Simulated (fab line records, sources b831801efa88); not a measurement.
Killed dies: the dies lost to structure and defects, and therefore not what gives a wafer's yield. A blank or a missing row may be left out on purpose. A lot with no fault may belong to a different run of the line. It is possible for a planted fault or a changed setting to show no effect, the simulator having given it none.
Code-filled problem report in 8D (eight disciplines) form -- flow sfq-line -- the parts of the form that need people (team, actions taken, sign-off) are left out

== 1. PROBLEM STATEMENT ==
Wafers without a fault read 1000 C, standard deviation 0.091; tube-center-temp-C at SFQ_TRILAYER_INCOMING_OXIDATION_002 reads a mean of 993 C on 6 wafers belonging to 2 lots. That puts it -82 standard deviations away from the usual mean.
The step: target thk 500 nm, ox time 4939 s.
First seen on wafer L733.1, day 4 18:13, on furnace-02. The record has a number at this step for 18 wafers belonging to 6 lots. The rule behind "out" and "out of limits": a value lying over 4 standard deviations away from the usual mean. Any other wafer with a number is counted as sound.

== 2. WHAT IT IS, AND WHAT IT ISN'T ==
question,is,is not
which readings at this step,"tube-center-temp-C, spike-tc-centre-C, spike-tc-lower-C, spike-tc-upper-C, tube_center_temp_C_max",-
which lots,"L733, L735","L723, L725, L738, L740"
which wafers of those lots,all that have a number,-
read on which tools,furnace-02,furnace-01
when,from day 4 18:13,"up to then (6 sound wafers); but 6 sound wafers of L738, L740 came after"

== 3. THE SUSPECTS, EACH WITH WHAT RULES IT OUT ==
Counting: any tool at a process step up to the reading is kept as a suspect provided that every lot that is out went through it and no sound lot did after the first of them.
- furnace-02 at SFQ_TRILAYER_INCOMING_OXIDATION_002 (target thk 500 nm, ox time 4939 s): kept. It processed each lot that is out, first L733 at day 4 18:13, and no sound lot thereafter; up to then, the last sound lot it processed was L725 at day 3 02:07. Its own spike-tc-centre-C, spike-tc-lower-C, spike-tc-upper-C, tube-center-temp-C, tube_center_temp_C_max readings are out on those wafers.
Remaining after the count: furnace-02 at SFQ_TRILAYER_INCOMING_OXIDATION_002.

== 4. THE CAUSE (what the simulator had put in) ==
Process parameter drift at SFQ_TRILAYER_INCOMING_OXIDATION_002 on furnace-02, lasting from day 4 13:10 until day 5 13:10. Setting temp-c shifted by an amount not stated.
Counting left only this tool.

== 5. THE CHAIN OF EFFECTS, in route order ==
Each row: a reading whose mean over the struck wafers that have a number lies more than 3 standard deviations from the usual. Only readings whose record carries a usual standard deviation are examined. hours: median over the lots of the time between each lot's start at the first step of this table that gives one and its start at this step. sigmas: the change, counted in usual standard deviations.
hours,step,reading,usual,on struck wafers,change,sigmas
0,SFQ_TRILAYER_INCOMING_OXIDATION_002,spike-tc-centre-C,1000.3 C,991.6,-8.6,-6.2
0,SFQ_TRILAYER_INCOMING_OXIDATION_002,spike-tc-lower-C,1000.0 C,992.5,-7.5,-7.8
0,SFQ_TRILAYER_INCOMING_OXIDATION_002,spike-tc-top-C,1009.2 C,999.1,-10.1,-3.8
0,SFQ_TRILAYER_INCOMING_OXIDATION_002,spike-tc-upper-C,999.5 C,992.4,-7.1,-7.1
0,SFQ_TRILAYER_INCOMING_OXIDATION_002,tube-center-temp-C,1000 C,993,-7,-82
0,SFQ_TRILAYER_INCOMING_OXIDATION_002,tube_center_temp_C_max,1002.6,994.9,-7.7,-18
It contains these process steps:
- SFQ_TRILAYER_INCOMING_OXIDATION_002: target thk 500 nm, ox time 4939 s.

== 6. WHAT WOULD HAVE CAUGHT IT SOONER ==
The fault began at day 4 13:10; the first out-of-limits reading in this record came at day 4 18:13, 5 hours later.
